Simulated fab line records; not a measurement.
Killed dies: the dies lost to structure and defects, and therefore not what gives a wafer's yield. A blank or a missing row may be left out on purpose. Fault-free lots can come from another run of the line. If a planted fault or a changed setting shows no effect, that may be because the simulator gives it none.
The same fault as seen by 2 desks :: flow sky130 :: each desk holds nothing but its own numbers, with what lay behind them at the end

== TOOL OWNER'S DESK, lithoTrack-02 ==
The tool's own readings at SKY_SD_N_DEVELOP_06 (develop time 60 s): means of the sampled wafers that have a number, for each lot that ran on this tool. Marked OUT: a lot whose mean sits more than 4 standard deviations from the usual mean, which makes it out of limits; the brackets give that distance.
Columns: A = chillPlateTempC at SKY_SD_N_DEVELOP_06, usual 22.99 C
lot: L939
first seen here: day 28 09:06
A: 23.04

lot: L941
first seen here: day 28 20:00
A: 23.11

lot: L944
first seen here: day 30 21:30
A: 23.05

lot: L947
first seen here: day 31 05:48
A: 23.02

lot: L949
first seen here: day 31 23:00
A: 22.99

lot: L954
first seen here: day 34 11:54
A: 22.97

lot: L956
first seen here: day 34 22:55
A: 22.95

lot: L958
first seen here: day 35 12:33
A: 22.85
This desk's verdict: no lot among the 8 shows anything out of limits.

== AT THE METROLOGY DESK ==
What the gauges read, lot by lot, whatever tool the lot ran on: means of the sampled wafers that have a number. Marked OUT: a lot whose mean sits more than 4 standard deviations from the usual mean, which makes it out of limits; the brackets give that distance.
Columns: A = cdNm at SKY_SD_P_CD_MEAS_07, usual 380.1 nm; B = cdNm at SKY_SD_N_CD_MEAS_07, usual 379.7 nm
lot: L939
first seen here: day 25 23:31
A: 382.2
B: 381.5

lot: L941
first seen here: day 26 10:04
A: 386.7
B: 376.6

lot: L942
first seen here: day 28 11:26
A: 380.4
B: 376.5

lot: L944
first seen here: day 28 13:57
A: 378.2
B: 380.3

lot: L947
first seen here: day 28 23:15
A: 378.9
B: 379.3

lot: L946
first seen here: day 29 01:07
A: 380.6
B: 381.7

lot: L949
first seen here: day 29 16:51
A: 380.5
B: 383.7

lot: L954
first seen here: day 32 06:37
A: 378.3
B: 378.3

lot: L956
first seen here: day 32 19:13
A: 380.1
B: 391.7 (+4.6) OUT

lot: L958
first seen here: day 33 08:07
A: 381.3
B: 389.3

lot: L959
first seen here: day 33 09:14
A: 381.9
B: 378.0

lot: L960
first seen here: day 34 06:34
A: 381.4
B: 382.4
Finding of this desk: L956 out of limits; the first was L956 at day 34 23:04, on cdNm at SKY_SD_N_CD_MEAS_07. L939, L941, L942, L944, L947, L946, L949, L954, L958, L959, L960: within limits.

== BROUGHT TOGETHER ==
At day 34 23:04 the metrology desk could have sounded an alarm, on L956.
Nothing out of limits was seen by the tool owner's desk.
On record at the tool owner's desk: L956, within its limits.
All the named lots went through SKY_SD_N_DEVELOP_06 on lithoTrack-02.

== WHAT THE SIMULATOR HAD INSERTED ==
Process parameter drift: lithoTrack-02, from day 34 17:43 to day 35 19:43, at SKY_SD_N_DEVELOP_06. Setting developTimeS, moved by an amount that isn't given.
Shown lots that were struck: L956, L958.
Per desk, hours elapsed from the start of the fault to the first reading out of limits: for the metrology desk, 5.
